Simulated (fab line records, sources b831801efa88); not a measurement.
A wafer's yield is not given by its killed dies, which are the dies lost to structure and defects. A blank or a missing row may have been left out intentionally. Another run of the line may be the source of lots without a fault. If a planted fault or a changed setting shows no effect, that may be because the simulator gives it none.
Struck lot and sound lot, side by side || flow gf180mcu || 14 steps out of a route of 602
Sound: these wafers, L378.1, L378.2, L378.5. The struck wafers were L377.3, L377.5, L377.6. At the end, the cause is stated.
Each step with rows lists, per side, the tool, then ch with its chambers, then its first start. Under that, the readings that differ: sound wafers || struck wafers || difference of the means || sigmas: that difference in standard deviations of wafers without a fault.
alike: same words and numbers on both sides, and readings whose means sit less than 2 such deviations apart. not compared: any withheld reading, any reading some wafer has no value for, any bound like >300 that may hide the same value, and any number with overlapping values for which the record gives no deviation.
Wherever a step has rows on one side only, a row that says differs or no value, or a row with sigmas, the two part there. Numbers that have no deviation but don't overlap get no sigmas and don't part them. Lack of a reading on every wafer of one side parts them only where that side has two or more wafers.

GF_MIM_SPUTTER_04: material TiN, target thk 50 nm, time 41.7 s.
  sound: pvd sputter-04 at day 27 16:14; struck: pvd sputter-04 at day 27 11:26
  alike: throttle valve pct
GF_MIM_CVD_05: deposits Si3N4, target thk 42 nm, time 29.086 s.
  sound on pecvd-03 ch 1,2, day 27 16:17; struck on pecvd-04 ch 0,1, day 27 11:29
  alike: heater power w
GF_MIM_THK_MEAS_06:
  sound: film metro-01 at day 27 16:19; struck: film metro-03 at day 27 11:32
  alike: MIM_CVD_05_THK
GF_MIM_SPUTTER_07: material TiN, target thk 60 nm, time 50 s.
  sound: pvd sputter-03 at day 27 16:22; struck: pvd sputter-03 at day 27 11:35
  alike: throttle valve pct
GF_MIM_SPUTTER_08: material AlCu, target thk 200 nm, time 10.6 s.
  sound: pvd sputter-03 at day 27 16:25; struck: pvd sputter-03 at day 27 11:37
  alike: throttle valve pct
GF_MIM_SPUTTER_09: material TiN, target thk 35 nm, time 29.2 s.
  sound: pvd sputter-03 at day 27 16:26; struck: pvd sputter-03 at day 27 11:38
  alike: throttle valve pct
GF_MIM_RS_MEAS_10: measurement is done with a four-point probe.
  sound: film metro-02 at day 27 16:28; struck: film metro-03 at day 27 11:43
{"reading": "MIM_ALCU_RS (ohm/sq)", "sound": "0.1636 0.1623 0.1629", "struck": "0.1600 0.1579 0.1584", "difference": -0.0042, "sigmas": -2}
GF_MIM_THK_MEAS_11: measures by xrf.
  sound: film metro-02 at day 27 16:35; struck: film metro-03 at day 27 11:49
  alike: MIM_ALCU_THK
then, 4 steps without rows for these wafers: GF_MIM_DEHYDRATE_12 (time 60 s); GF_MIM_HMDS_13 (prime time 60 s); GF_MIM_COAT_14 (resist thk 1000 nm); GF_MIM_SOFTBAKE_15 (time 60 s).
GF_MIM_EXPOSE_16: exposes mask FuseTop, target cd 2000 nm.
  sound on iline stepper-01 ch 0, day 28 02:28; struck on iline stepper-01, day 27 21:45
  no value came back on the struck wafers for exposure dose mJ cm2, focus offset nm (nm); on the sound wafers exposure dose mJ cm2 reads 140.01 140.06 139.91
  alike: mask
following that, these wafers have no rows for 1 step: GF_MIM_PEB_17.

== WHERE THEY PART ==
At GF_MIM_RS_MEAS_10 first; at GF_MIM_EXPOSE_16 last (within this record only).

WHY: what had been put in by the simulator
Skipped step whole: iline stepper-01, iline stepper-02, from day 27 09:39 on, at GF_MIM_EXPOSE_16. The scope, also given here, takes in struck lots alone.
